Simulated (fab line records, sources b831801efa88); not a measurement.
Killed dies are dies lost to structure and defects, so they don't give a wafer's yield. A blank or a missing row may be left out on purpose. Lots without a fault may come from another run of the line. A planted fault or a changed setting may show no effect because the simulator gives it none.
Which tool did it? | flow gf180mcu | 12 lots, 36 wafers sampled, at 4 steps of a route of 602

WHAT THE GAUGES READ, wafer by wafer
GF_PSD_RS_MEAS_14: measures by four-point-probe.
lot  | measured     | on            | NSD_RS (ohm/sq)
L797 | day 14 03:44 | film_metro-03 | 46.04 46.18 46.01
L799 | day 14 21:33 | film_metro-04 | 46.20 46.12 46.06
L800 | day 15 03:24 | film_metro-03 | 46.27 46.29 46.23
L803 | day 16 06:47 | film_metro-03 | 46.19 46.30 46.19
L804 | day 16 15:00 | film_metro-01 | 46.03 46.04 45.98
L805 | day 16 18:52 | film_metro-03 | 49.33 49.30 49.22 49.42 49.32 49.27
L806 | day 17 11:32 | film_metro-03 | 49.43 49.30 49.44 49.32 49.21 49.43
L814 | day 20 19:28 | film_metro-04 | 46.08 46.04 46.17
L815 | day 21 00:30 | film_metro-03 | 46.12 46.29 46.24
L816 | day 21 09:59 | film_metro-01 | 46.36 46.31 46.26
L818 | day 22 00:13 | film_metro-01 | 46.20 46.17 46.19
L817 | day 22 00:22 | film_metro-04 | 46.16 46.37 46.06

GF_PSD_RS_MEAS_15: measures by four-point-probe.
lot  | measured     | on            | PSD_RS (ohm/sq)
L797 | day 14 03:51 | film_metro-03 | 108.8 108.6 108.5
L799 | day 14 21:40 | film_metro-04 | 108.4 108.4 108.2
L800 | day 15 03:31 | film_metro-03 | 109.0 108.9 108.7
L803 | day 16 06:55 | film_metro-03 | 109.0 108.7 109.0
L804 | day 16 15:07 | film_metro-01 | 108.1 108.1 108.4
L805 | day 16 23:02 | film_metro-03 | 125.2 124.8 125.0 125.2 124.9 124.5
L806 | day 17 13:45 | film_metro-03 | 125.3 125.3 125.7 125.0 125.3 125.7
L814 | day 20 19:35 | film_metro-04 | 108.1 108.4 108.3
L815 | day 21 00:37 | film_metro-03 | 108.7 108.6 108.8
L816 | day 21 10:07 | film_metro-01 | 109.2 109.0 108.9
L818 | day 22 00:20 | film_metro-01 | 108.5 108.8 108.9
L817 | day 22 00:29 | film_metro-04 | 108.4 108.7 108.3

GF_SAB_OVL_MEAS_10.
lot  | measured     | on         | SAB_OVL (nm)
L797 | day 15 00:18 | overlay-01 | -1.7 -1.9 -0.7
L799 | day 15 18:07 | overlay-01 | 0.5 0.9 -0.3
L800 | day 16 00:49 | overlay-01 | -0.7 0.0 0.6
L803 | day 17 05:15 | overlay-02 | -1.1 -1.2 -2.2
L804 | day 17 13:40 | overlay-01 | -0.2 -0.2 -1.3
L814 | day 21 19:12 | overlay-02 | -1.2 1.7 -0.6
L815 | day 22 00:37 | overlay-01 | 2.8 1.2 1.6
L816 | day 22 09:45 | overlay-02 | -1.8 -1.8 -1.4
L818 | day 22 23:12 | overlay-02 | 1.5 -1.3 0.2
L817 | day 23 00:05 | overlay-02 | -2.0 -0.4 0.3

WHICH TOOL RAN EACH LOT (tool, then ch and the chambers of the sampled wafers, then the start)
lot  | GF_PSD_RTA_13
L797 | rtp_anneal-01 ch 0, day 14 03:38
L799 | rtp_anneal-01 ch 0, day 14 21:28
L800 | rtp_anneal-01 ch 0, day 15 03:19
L803 | rtp_anneal-01 ch 0, day 16 06:43
L804 | rtp_anneal-01 ch 0, day 16 14:55
L805 | rtp_anneal-01 ch 0, day 16 18:46
L806 | rtp_anneal-01 ch 0, day 17 11:28
L814 | rtp_anneal-01 ch 0, day 20 19:22
L815 | rtp_anneal-01 ch 0, day 21 00:25
L816 | rtp_anneal-02 ch 0, day 21 09:54
L818 | rtp_anneal-02 ch 0, day 22 00:07
L817 | rtp_anneal-01 ch 0, day 22 00:17
- GF_PSD_RTA_13: time 20 s.

WHAT THE TOOLS THEMSELVES READ (means of the sampled wafers that have a number; where no wafer has one, the mark that the record gives instead)
GF_PSD_RTA_13.
lot  | tool          | lamp_power_pct (%) | wafer_temp_C_max
L797 | rtp_anneal-01 | 37.5               | 1029.4
L799 | rtp_anneal-01 | 37.5               | 1029.8
L800 | rtp_anneal-01 | 37.4               | 1028.4
L803 | rtp_anneal-01 | 37.5               | 1029.6
L804 | rtp_anneal-01 | 37.4               | 1028.9
L805 | rtp_anneal-01 | 35.0               | 1004.9
L806 | rtp_anneal-01 | 35.0               | 1005.1
L814 | rtp_anneal-01 | 37.4               | 1029.9
L815 | rtp_anneal-01 | 37.4               | 1030.9
L816 | rtp_anneal-02 | 39.3               | 1029.0
L818 | rtp_anneal-02 | 39.2               | 1030.3
L817 | rtp_anneal-01 | 37.4               | 1030.2

THE ANSWER, worked out from the rows above alone
Rule: what is usual is taken from the lots themselves. Put in order of their means at a reading, lots are off if they are a third of the lots or fewer, leave a main group of 4 or more, and stand apart from it by a gap of 3 or more times the standard deviation of the main group's means; of several such gaps the widest counts. A main group whose means are all the same, to the digits that the tables above print for the reading, isn't used. A lot without any number at a reading at which 4 lots or more have one is off too. The other lots that the step has rows for count as sound. The gauges are gone through in route order, then the tools' own readings, and for those a lot's mean is taken as printed above. The first step at which some lot is off is used, and at that step the reading that is off furthest; a lot without a number counts as furthest.
Off: L805, L806, at GF_PSD_RS_MEAS_14 (NSD_RS). The main group: mean 46.17 ohm/sq, standard deviation 0.086.
A tool fits if, at a process step before that reading, it ran every lot that is off, and no sound lot after the first of them. The gauges at GF_PSD_RS_MEAS_14 aren't tried: what is off there is off at GF_PSD_RTA_13 too, on other tools, and a gauge's error can't cause that. None of those tried fits.

WHAT THE SIMULATOR HAD PUT IN
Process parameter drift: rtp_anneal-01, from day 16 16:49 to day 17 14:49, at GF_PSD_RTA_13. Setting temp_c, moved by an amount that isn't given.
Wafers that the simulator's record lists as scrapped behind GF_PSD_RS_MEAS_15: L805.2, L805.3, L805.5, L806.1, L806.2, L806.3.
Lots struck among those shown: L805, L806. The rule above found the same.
